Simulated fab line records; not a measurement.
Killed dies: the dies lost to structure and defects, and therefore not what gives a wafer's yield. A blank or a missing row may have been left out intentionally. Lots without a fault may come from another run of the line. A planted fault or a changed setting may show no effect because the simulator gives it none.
fab line records	flow sky130	part 1 of 2: steps 1 to 28 of 42
record: lots: 5	wafers: 15	last_day: 50
route steps=708 shown VIA1@475 METAL2@483 VIA2@507
lots that met no fault: taken from a fault-free run of the same line
start_h: hours from the record's opening day to when the first of the lot's shown wafers began	wait_h: hours since the lot's step before	" as in the row above	L1.1+2: a row that stands for several wafers	- no value, or no start given	* or withheld: withheld	< > ~ a bound
route shown NAME@n: NAME is a module with steps in the file, n the number in the route of the first one	usual: the fault-free wafers' mean and standard deviation	same: alike in all rows	chamber/n: place in a boat	sites: per-site readings	_std_site: standard deviation of those values	_edge_site: mean of outer sites minus mean of inner sites	radius_mm: for every site, how far away it sits from the centre of the wafer	mask NAME#n: copy n	behind: tool/chamber where the wafer was last shaped	hold: reason for holding the lot/hours on hold/outcome of the hold	device: the n, p or np transistor that did not switch	end of line: tests run on the same wafers once the route is complete	a step given without rows: its recipe and nothing more	killed: dies that structure and defects cost at the first sort, which is not the same as the wafer's yield	map: the dies of a wafer, with x for killed, . for not killed, _ for no die there
set.NAME: the setting the step ran with; set.NAME@STEP: the setting that earlier step ran with	model.NAME: the simulator's own value behind a step, which no gauge read
lots seen at some steps along the route; tables by step, rows by wafer
services: from which hour (start_h, from the record's first day; less than 0 if before it) a tool's chamber was out of use, for how many hours, and why
== steps ==
step: SKY_VIA1_STRIP_17
recipe: chemistry: post_etch_residue_remover	time_s: 1200	temp_c: 72.5
same: time_s: 1200
lot.wafer	tool	chamber	start_h	wait_h
L074.1+2+4	wet_bench-03	3	790.68	0.1
L090.4+5+6	wet_bench-01	3	918.33	0.0
L093.1+5+6	wet_bench-02	1	936.38	0.1
L096.1+2+6	wet_bench-03	0	953.42	0.1
L097.2+4+6	wet_bench-02	0	959.49	0.1
step: SKY_VIA1_CLEAN_18
recipe: chemistry: IPA	time_s: 180	temp_c: 25
same: time_s: 180
lot.wafer	tool	chamber	start_h	wait_h
L074.1+2+4	wet_bench-02	1	791.02	0.0
L090.4+5+6	wet_bench-02	1	918.67	0.0
L093.1+5+6	wet_bench-02	0	936.72	0.0
L096.1+2+6	wet_bench-01	2	953.76	0.0
L097.2+4+6	wet_bench-01	2	959.86	0.0
step: SKY_VIA1_CLEAN_19
recipe: chemistry: O3/DIW	dry: n2_spin
lot.wafer	tool	chamber	start_h	wait_h
L074.1+2+4	wet_bench-03	1	791.08	0.0
L090.4+5+6	wet_bench-01	3	918.73	0.0
L093.1+5+6	wet_bench-02	1	936.78	0.0
L096.1+2+6	wet_bench-03	3	953.87	0.0
L097.2+4+6	wet_bench-03	0	959.98	0.0
step: SKY_VIA1_SPUTTER_20
recipe: material: TiN	target_thk_nm: 20	chamber_pressure_pa: 5	power_w: 4000	time_s: 80
usual: throttle_valve_pct: 30.1/0.91
same: time_s: 80
lot.wafer	tool	chamber	start_h	wait_h	throttle_valve_pct
L074.1	pvd_sputter-01	-	791.17	0.0	29.4
L074.2	"	-	"	"	30.4
L074.4	"	-	"	"	29.6
L090.4	pvd_sputter-01	-	918.82	0.0	30.3
L090.5	"	-	"	"	29.1
L090.6	"	-	"	"	29.6
L093.1	pvd_sputter-03	-	936.87	0.0	30.3
L093.5	"	-	"	"	28.8
L093.6	"	-	"	"	30.4
L096.1	pvd_sputter-02	-	953.97	0.0	29.8
L096.2	"	-	"	"	29.2
L096.6	"	-	"	"	29.4
L097.2	pvd_sputter-02	-	960.07	0.0	30.4
L097.4	"	-	"	"	29.5
L097.6	"	-	"	"	29.8
step: SKY_VIA1_CVD_21
recipe: material: W	target_thk_nm: 270	time_s: 80.902	temp_c: 400	pressure_torr: 40
usual: heater_power_w: 792/44
same: time_s: 80.902
lot.wafer	tool	chamber	start_h	wait_h	heater_power_w
L074.1	cvd_w-01	0	791.23	0.0	771
L074.2	"	1	"	"	737
L074.4	"	1	"	"	728
L090.4	cvd_w-02	1	918.95	0.1	806
L090.5	"	1	"	"	795
L090.6	"	1	"	"	811
L093.1	cvd_w-02	0	936.93	0.0	792
L093.5	"	0	"	"	781
L093.6	"	1	"	"	805
L096.1	cvd_w-02	1	954.03	0.0	808
L096.2	"	0	"	"	790
L096.6	"	1	"	"	795
L097.2	cvd_w-02	0	960.13	0.0	794
L097.4	"	1	"	"	832
L097.6	"	0	"	"	801
step: SKY_VIA1_RS_MEAS_22
recipe: thk_meas_gauge: four-point-probe	reads: W_of_VIA1_CVD_21+TiN_of_VIA1_SPUTTER_20
usual: VIA1_W_RS: 0.427/0.0035
lot.wafer	tool	chamber	start_h	wait_h	VIA1_W_RS[ohm/sq]
L074.1	film_metro-01	-	791.33	0.1	0.429
L074.2	"	-	"	"	0.430
L074.4	"	-	"	"	0.427
L090.4	film_metro-02	-	919.10	0.1	0.427
L090.5	"	-	"	"	0.422
L090.6	"	-	"	"	0.427
L093.1	film_metro-01	-	937.03	0.1	0.432
L093.5	"	-	"	"	0.433
L093.6	"	-	"	"	0.433
L096.1	film_metro-01	-	954.12	0.1	0.427
L096.2	"	-	"	"	0.430
L096.6	"	-	"	"	0.430
L097.2	film_metro-04	-	960.24	0.1	0.427
L097.4	"	-	"	"	0.426
L097.6	"	-	"	"	0.426
step: SKY_VIA1_THK_MEAS_23
recipe: thk_meas_gauge: xrf	reads: W_of_VIA1_CVD_21
usual: VIA1_W_THK: 273.4/2.6
lot.wafer	tool	chamber	start_h	wait_h	VIA1_W_THK[nm]
L074.1	film_metro-01	-	791.45	0.1	270.5
L074.2	"	-	"	"	273.0
L074.4	"	-	"	"	273.1
L090.4	film_metro-02	-	919.19	0.1	271.8
L090.5	"	-	"	"	273.4
L090.6	"	-	"	"	271.5
L093.1	film_metro-01	-	937.15	0.1	270.7
L093.5	"	-	"	"	269.6
L093.6	"	-	"	"	271.7
L096.1	film_metro-01	-	954.24	0.1	273.6
L096.2	"	-	"	"	271.9
L096.6	"	-	"	"	272.8
L097.2	film_metro-04	-	960.35	0.1	272.5
L097.4	"	-	"	"	273.4
L097.6	"	-	"	"	274.1
step: SKY_VIA1_CMP_24
recipe: stop_on: SiO2	t_overpolish_s: 15	down_force_psi: 3.5	platen_rpm: 60	target_thk_nm: 0	pad_velocity_m_s: 0.94248
usual: head_pressure_psi: 3.499/0.0082	motor_current_A: 11.3/1	overpolish_run_s: 14.999/0.0083	time_to_endpoint_s: 66.0/2.9
lot.wafer	tool	chamber	start_h	wait_h	head_pressure_psi	motor_current_A	overpolish_run_s	time_to_endpoint_s
L074.2	cmp-01	1	791.56	0.1	3.503	11.4	15.008	68.9
L074.1	"	2	"	"	3.499	11.7	15.003	70.0
L074.4	"	3	"	"	3.494	10.8	14.990	70.6
L090.4	cmp-01	1	919.32	0.1	3.482	11.6	15.006	68.7
L090.6	"	3	"	"	3.491	10.5	14.987	64.8
L090.5	"	0	"	"	3.486	9.9	14.993	64.0
L093.1	cmp-02	3	937.26	0.1	3.498	10.8	15.007	60.9
L093.6	"	2	"	"	3.509	11.9	14.999	64.9
L093.5	"	3	"	"	3.508	11.3	14.998	62.6
L096.2	cmp-01	0	954.35	0.1	3.484	9.5	15.003	64.7
L096.1	"	1	"	"	3.505	11.5	14.999	65.4
L096.6	"	3	"	"	3.505	10.9	15.002	69.3
L097.4	cmp-01	0	960.40	0.0	3.492	9.6	14.994	70.2
L097.2	"	2	"	"	3.502	11.4	14.985	63.6
L097.6	"	1	"	"	3.493	11.4	14.993	68.8
step: SKY_METAL2_SPUTTER_00
recipe: material: Ti	target_thk_nm: 15	power_w: 3000	time_s: 10	chamber_pressure_pa: 0.4
usual: throttle_valve_pct: 30.1/0.73
same: time_s: 10
lot.wafer	tool	chamber	start_h	wait_h	throttle_valve_pct
L074.1	pvd_sputter-02	-	791.81	0.1	29.6
L074.2	"	-	"	"	29.6
L074.4	"	-	"	"	30.2
L090.4	pvd_sputter-02	-	919.52	0.1	29.9
L090.5	"	-	"	"	29.3
L090.6	"	-	"	"	28.9
L093.1	pvd_sputter-01	-	937.51	0.2	29.1
L093.5	"	-	"	"	29.0
L093.6	"	-	"	"	32.1
L096.1	pvd_sputter-02	-	954.60	0.1	29.6
L096.2	"	-	"	"	29.7
L096.6	"	-	"	"	29.2
L097.2	pvd_sputter-02	-	960.70	0.1	29.6
L097.4	"	-	"	"	30.6
L097.6	"	-	"	"	29.7
step: SKY_METAL2_SPUTTER_01
recipe: material: TiN	target_thk_nm: 20	power_w: 6500	time_s: 16.7	chamber_pressure_pa: 0.4
usual: throttle_valve_pct: 30.1/0.72
same: time_s: 16.7
lot.wafer	tool	chamber	start_h	wait_h	throttle_valve_pct
L074.1	pvd_sputter-02	-	791.83	0.0	29.6
L074.2	"	-	"	"	29.6
L074.4	"	-	"	"	30.5
L090.4	pvd_sputter-02	-	919.54	0.0	29.5
L090.5	"	-	"	"	29.9
L090.6	"	-	"	"	29.1
L093.1	pvd_sputter-01	-	937.53	0.0	29.2
L093.5	"	-	"	"	29.1
L093.6	"	-	"	"	32.2
L096.1	pvd_sputter-02	-	954.62	0.0	29.7
L096.2	"	-	"	"	29.5
L096.6	"	-	"	"	29.1
L097.2	pvd_sputter-02	-	960.72	0.0	29.6
L097.4	"	-	"	"	30.2
L097.6	"	-	"	"	29.7
step: SKY_METAL2_SPUTTER_02
recipe: material: AlCu	target_thk_nm: 250	power_w: 10600	time_s: 12.75	chamber_pressure_pa: 0.4
usual: throttle_valve_pct: 30.0/0.73
same: time_s: 12.75
lot.wafer	tool	chamber	start_h	wait_h	throttle_valve_pct
L074.1	pvd_sputter-02	-	791.85	0.0	29.7
L074.2	"	-	"	"	29.5
L074.4	"	-	"	"	30.5
L090.4	pvd_sputter-02	-	919.57	0.0	29.4
L090.5	"	-	"	"	29.5
L090.6	"	-	"	"	29.1
L093.1	pvd_sputter-01	-	937.56	0.0	29.3
L093.5	"	-	"	"	29.0
L093.6	"	-	"	"	32.4
L096.1	pvd_sputter-02	-	954.65	0.0	29.6
L096.2	"	-	"	"	29.6
L096.6	"	-	"	"	29.1
L097.2	pvd_sputter-02	-	960.75	0.0	29.5
L097.4	"	-	"	"	30.5
L097.6	"	-	"	"	29.8
step: SKY_METAL2_SPUTTER_03
recipe: material: Ti	target_thk_nm: 5	power_w: 3000	time_s: 3.3	chamber_pressure_pa: 0.4
usual: throttle_valve_pct: 30.1/0.72
same: time_s: 3.3
lot.wafer	tool	chamber	start_h	wait_h	throttle_valve_pct
L074.1	pvd_sputter-02	-	791.88	0.0	29.5
L074.2	"	-	"	"	29.7
L074.4	"	-	"	"	30.6
L090.4	pvd_sputter-02	-	919.59	0.0	29.5
L090.5	"	-	"	"	29.4
L090.6	"	-	"	"	29.3
L093.1	pvd_sputter-01	-	937.58	0.0	28.9
L093.5	"	-	"	"	29.2
L093.6	"	-	"	"	32.2
L096.1	pvd_sputter-02	-	954.67	0.0	29.6
L096.2	"	-	"	"	29.7
L096.6	"	-	"	"	29.3
L097.2	pvd_sputter-02	-	960.77	0.0	29.4
L097.4	"	-	"	"	30.5
L097.6	"	-	"	"	29.8
step: SKY_METAL2_SPUTTER_04
recipe: material: TiN	target_thk_nm: 70	power_w: 6500	time_s: 58.3	chamber_pressure_pa: 0.4
usual: throttle_valve_pct: 30.1/0.72
same: time_s: 58.3
lot.wafer	tool	chamber	start_h	wait_h	throttle_valve_pct
L074.1	pvd_sputter-02	-	791.90	0.0	29.6
L074.2	"	-	"	"	29.6
L074.4	"	-	"	"	30.5
L090.4	pvd_sputter-02	-	919.61	0.0	29.6
L090.5	"	-	"	"	29.5
L090.6	"	-	"	"	29.0
L093.1	pvd_sputter-01	-	937.60	0.0	29.4
L093.5	"	-	"	"	29.1
L093.6	"	-	"	"	32.2
L096.1	pvd_sputter-02	-	954.69	0.0	29.8
L096.2	"	-	"	"	29.6
L096.6	"	-	"	"	29.2
L097.2	pvd_sputter-02	-	960.79	0.0	29.4
L097.4	"	-	"	"	30.1
L097.6	"	-	"	"	29.4
step: SKY_METAL2_RS_MEAS_05
recipe: thk_meas_gauge: four-point-probe	reads: TiN_of_METAL2_SPUTTER_04+Ti_of_METAL2_SPUTTER_03+AlCu_of_METAL2_SPUTTER_02+TiN_of_METAL2_SPUTTER_01+Ti_of_METAL2_SPUTTER_00
usual: METAL2_ALCU_RS: 0.1323/0.0014
lot.wafer	tool	chamber	start_h	wait_h	METAL2_ALCU_RS[ohm/sq]
L074.1	film_metro-01	-	791.95	0.0	0.1309
L074.2	"	-	"	"	0.1306
L074.4	"	-	"	"	0.1310
L090.4	film_metro-02	-	919.72	0.1	0.1328
L090.5	"	-	"	"	0.1325
L090.6	"	-	"	"	0.1341
L093.1	film_metro-01	-	937.65	0.0	0.1300
L093.5	"	-	"	"	0.1305
L093.6	"	-	"	"	0.1316
L096.1	film_metro-03	-	954.74	0.0	0.1323
L096.2	"	-	"	"	0.1335
L096.6	"	-	"	"	0.1321
L097.2	film_metro-03	-	960.86	0.0	0.1322
L097.4	"	-	"	"	0.1317
L097.6	"	-	"	"	0.1322
step: SKY_METAL2_THK_MEAS_06
recipe: thk_meas_gauge: xrf	reads: AlCu_of_METAL2_SPUTTER_02
usual: METAL2_ALCU_THK: 240.9/2.6
lot.wafer	tool	chamber	start_h	wait_h	METAL2_ALCU_THK[nm]
L074.1	film_metro-01	-	792.07	0.1	243.6
L074.2	"	-	"	"	243.1
L074.4	"	-	"	"	242.9
L090.4	film_metro-02	-	919.81	0.1	240.9
L090.5	"	-	"	"	241.4
L090.6	"	-	"	"	237.3
L093.1	film_metro-01	-	937.77	0.1	243.2
L093.5	"	-	"	"	242.9
L093.6	"	-	"	"	241.7
L096.1	film_metro-03	-	954.86	0.1	242.4
L096.2	"	-	"	"	240.4
L096.6	"	-	"	"	242.1
L097.2	film_metro-03	-	960.97	0.1	241.0
L097.4	"	-	"	"	240.1
L097.6	"	-	"	"	239.7
step: SKY_METAL2_DEHYDRATE_07
recipe: temp_c: 200	time_s: 60
same: time_s: 60
lot.wafer	tool	chamber	start_h	wait_h
L074.1+2+4	litho_track-04	0	804.47	12.4
L090.4+5+6	litho_track-04	0	931.05	11.2
L093.1+5+6	litho_track-03	0	949.34	11.6
L096.1+2+6	litho_track-03	0	966.29	11.4
L097.2+4+6	litho_track-04	0	972.75	11.8
step: SKY_METAL2_HMDS_08
recipe: prime_time_s: 60	prime_temp_c: 120
lot.wafer	tool	chamber	start_h	wait_h
L074.1+2+4	litho_track-04	0	804.62	0.1
L090.4+5+6	litho_track-04	0	931.20	0.1
L093.1+5+6	litho_track-03	0	949.49	0.1
L096.1+2+6	litho_track-03	0	966.44	0.1
L097.2+4+6	litho_track-04	0	972.90	0.1
step: SKY_METAL2_COAT_09
recipe: resist: BARC	temp_c: withheld	time_s: withheld	spin_rpm: 3000	resist_thk_nm: 60
lot.wafer	tool	chamber	start_h	wait_h
L074.1+2+4	litho_track-04	0	804.77	0.1
L090.4+5+6	litho_track-04	0	931.35	0.1
L093.1+5+6	litho_track-03	0	949.64	0.1
L096.1+2+6	litho_track-03	0	966.59	0.1
L097.2+4+6	litho_track-04	0	973.05	0.1
step: SKY_METAL2_COAT_10
recipe: resist: KrF-thick	spin_rpm: 3000	resist_thk_nm: 450
lot.wafer	tool	chamber	start_h	wait_h
L074.1+2+4	litho_track-04	0	-	-
L090.4+5+6	litho_track-04	0	-	-
L093.1+5+6	litho_track-03	0	-	-
L096.1+2+6	litho_track-03	0	-	-
L097.2+4+6	litho_track-04	0	-	-
step: SKY_METAL2_SOFTBAKE_11
recipe: temp_c: 100	time_s: 90	resist: KrF-thick
same: time_s: 90
lot.wafer	tool	chamber	start_h	wait_h
L074.1+2+4	litho_track-04	0	-	-
L090.4+5+6	litho_track-04	0	-	-
L093.1+5+6	litho_track-03	0	-	-
L096.1+2+6	litho_track-03	0	-	-
L097.2+4+6	litho_track-04	0	-	-
step: SKY_METAL2_EXPOSE_12
recipe: mask_id: MM2	na: 0.8	source_shape: annular	sigma_inner: 0.55	sigma_outer: 0.85	target_cd_nm: 140	dose_mj: 28
lot.wafer	tool	chamber	start_h	wait_h	mask
L074.1+2+4	krf_scanner-01	0	-	-	MM2#0
L090.4+5+6	krf_scanner-01	0	-	-	MM2#0
L093.1+5+6	krf_scanner-01	0	-	-	MM2#0
L096.1+2+6	krf_scanner-01	0	-	-	MM2#0
L097.2+4+6	krf_scanner-02	0	-	-	MM2#0
step: SKY_METAL2_PEB_13
recipe: peb_temp_c: withheld	peb_time_s: withheld	resist: KrF-thick
lot.wafer	tool	chamber	start_h	wait_h
L074.1+2+4	litho_track-01	0	-	-
L090.4+5+6	litho_track-04	0	-	-
L093.1+5+6	litho_track-01	0	-	-
L096.1+2+6	litho_track-01	0	-	-
L097.2+4+6	litho_track-01	0	-	-
step: SKY_METAL2_DEVELOP_14
recipe: develop_time_s: 60	resist: KrF-thick	dev_temp_c: 21
lot.wafer	tool	chamber	start_h	wait_h
L074.1+2+4	litho_track-01	0	-	-
L090.4+5+6	litho_track-04	0	-	-
L093.1+5+6	litho_track-01	0	-	-
L096.1+2+6	litho_track-01	0	-	-
L097.2+4+6	litho_track-01	0	-	-
step: SKY_METAL2_CD_MEAS_15
recipe: target_cd_nm: 140
usual: cd_nm: 139.7/1.3
lot.wafer	tool	chamber	start_h	wait_h	cd_nm
L074.1	cd_sem-01	-	818.84	-	139.5
L074.2	"	-	"	"	140.9
L074.4	"	-	"	"	140.5
L090.4	cd_sem-01	-	943.18	-	139.1
L090.5	"	-	"	"	140.2
L090.6	"	-	"	"	141.5
L093.1	cd_sem-01	-	961.84	-	140.3
L093.5	"	-	"	"	139.7
L093.6	"	-	"	"	140.3
L096.1	cd_sem-02	-	978.54	-	139.4
L096.2	"	-	"	"	140.4
L096.6	"	-	"	"	139.3
L097.2	cd_sem-02	-	985.56	-	140.0
L097.4	"	-	"	"	139.3
L097.6	"	-	"	"	140.3
step: SKY_METAL2_OVL_MEAS_16
usual: METAL2_OVL: 4/5.8
lot.wafer	tool	chamber	start_h	wait_h	METAL2_OVL[nm]
L074.1	overlay-02	-	818.96	0.1	1
L074.2	"	-	"	"	5
L074.4	"	-	"	"	8
L090.4	overlay-02	-	943.26	0.1	3
L090.5	"	-	"	"	5
L090.6	"	-	"	"	-6
L093.1	overlay-02	-	961.96	0.1	-1
L093.5	"	-	"	"	7
L093.6	"	-	"	"	1
L096.1	overlay-02	-	978.66	0.1	7
L096.2	"	-	"	"	16
L096.6	"	-	"	"	11
L097.2	overlay-01	-	985.67	0.1	2
L097.4	"	-	"	"	3
L097.6	"	-	"	"	3
step: SKY_METAL2_DESCUM_17
recipe: chemistry: O2	source_power_w: 150	bias_power_w: 0	pressure_mtorr: 10	temp_c: 40	time_s: 8
usual: drypump_motor_current_A: 5.50/0.23	oes_product_au: 1.001/0.0088
same: time_s: 8
lot.wafer	tool	chamber	start_h	wait_h	drypump_motor_current_A	oes_product_au	rf_hours_counter_h
L074.1	rie_metal-03	0	819.00	0.0	5.12	0.980	11
L074.2	"	1	"	"	5.55	1.006	3
L074.4	"	0	"	"	5.15	0.997	-
L090.4	rie_metal-03	0	943.29	0.0	5.16	0.992	-
L090.5	"	1	"	"	5.55	1.007	-
L090.6	"	0	"	"	5.17	0.983	-
L093.1	rie_metal-04	1	962.00	0.0	5.45	0.992	15
L093.5	"	0	"	"	5.99	0.995	-
L093.6	"	1	"	"	5.44	1.008	-
L096.1	rie_metal-03	0	978.70	0.0	5.16	0.980	17
L096.2	"	1	"	"	5.53	0.996	11
L096.6	"	0	"	"	5.15	0.984	-
L097.2	rie_metal-04	1	985.70	0.0	5.45	0.996	17
L097.4	"	0	"	"	5.98	0.996	-
L097.6	"	1	"	"	5.49	1.000	-
step: SKY_METAL2_ETCH_18
recipe: chemistry: N2/H2	target: BARC	ion_energy_ev: 200	bias_w: 100	pressure_mtorr: 30	n2_flow_sccm: 100	h2_flow_sccm: 200	icp_w: 500	stop_on: SiO2	time_s: 45.9	target_depth_a: 600
usual: drypump_motor_current_A: 5.51/0.23	oes_product_au: 0.854/0.005	throttle_valve_pct: 13.224/0.0084
same: time_s: 45.9
lot.wafer	tool	chamber	start_h	wait_h	drypump_motor_current_A	oes_product_au	rf_hours_counter_h	throttle_valve_pct
L074.1	rie_metal-03	0	819.03	0.0	5.15	0.852	11	13.211
L074.2	"	1	"	"	5.55	0.850	3	13.228
L074.4	"	0	"	"	5.17	0.845	-	13.223
L090.4	rie_metal-03	0	943.33	0.0	5.15	0.852	-	13.224
L090.5	"	1	"	"	5.55	0.846	-	13.216
L090.6	"	0	"	"	5.15	0.853	-	13.216
L093.1	rie_metal-04	1	962.03	0.0	5.44	0.856	15	13.217
L093.5	"	0	"	"	5.96	0.856	-	13.227
L093.6	"	1	"	"	5.45	0.852	-	13.225
L096.1	rie_metal-03	0	978.73	0.0	5.15	0.854	17	13.222
L096.2	"	1	"	"	5.53	0.848	11	13.233
L096.6	"	0	"	"	5.18	0.855	-	13.216
L097.2	rie_metal-04	1	985.73	0.0	5.49	0.864	17	13.213
L097.4	"	0	"	"	5.99	0.854	-	13.210
L097.6	"	1	"	"	5.48	0.858	-	13.233
step: SKY_METAL2_METAL_ETCH_19
recipe: target_depth_a: 3600	stop_on: SiO2	over_etch_frac: 0.3	time_s: 78	chemistry: Cl2/BCl3	resist_sidewall_deg: 88	pressure_mtorr: 10	icp_w: 900	bias_w: 48.5	Cl2_flow_sccm: 60	bcl3_flow_sccm: 30
usual: drypump_motor_current_A: 5.50/0.23	oes_product_au: 0.854/0.012	throttle_valve_pct: 22.264/0.0099
same: time_s: 78
lot.wafer	tool	chamber	start_h	wait_h	drypump_motor_current_A	oes_product_au	rf_hours_counter_h	throttle_valve_pct
L074.1	rie_metal-03	0	819.10	0.0	5.15	0.846	11	22.246
L074.2	"	1	"	"	5.53	0.848	3	22.259
L074.4	"	0	"	"	5.17	0.845	-	22.255
L090.4	rie_metal-03	0	943.40	0.1	5.14	0.855	-	22.264
L090.5	"	1	"	"	5.53	0.864	-	22.243
L090.6	"	0	"	"	5.15	0.859	-	22.263
L093.1	rie_metal-04	1	962.10	0.0	5.44	0.849	15	22.259
L093.5	"	0	"	"	5.98	0.851	-	22.275
L093.6	"	1	"	"	5.46	0.853	-	22.260
L096.1	rie_metal-03	0	978.80	0.0	5.14	0.862	17	22.276
L096.2	"	1	"	"	5.53	0.856	11	22.269
L096.6	"	0	"	"	5.15	0.867	-	22.257
L097.2	rie_metal-04	1	985.80	0.0	5.45	0.841	17	22.259
L097.4	"	0	"	"	5.96	0.844	-	22.275
L097.6	"	1	"	"	5.46	0.866	-	22.264
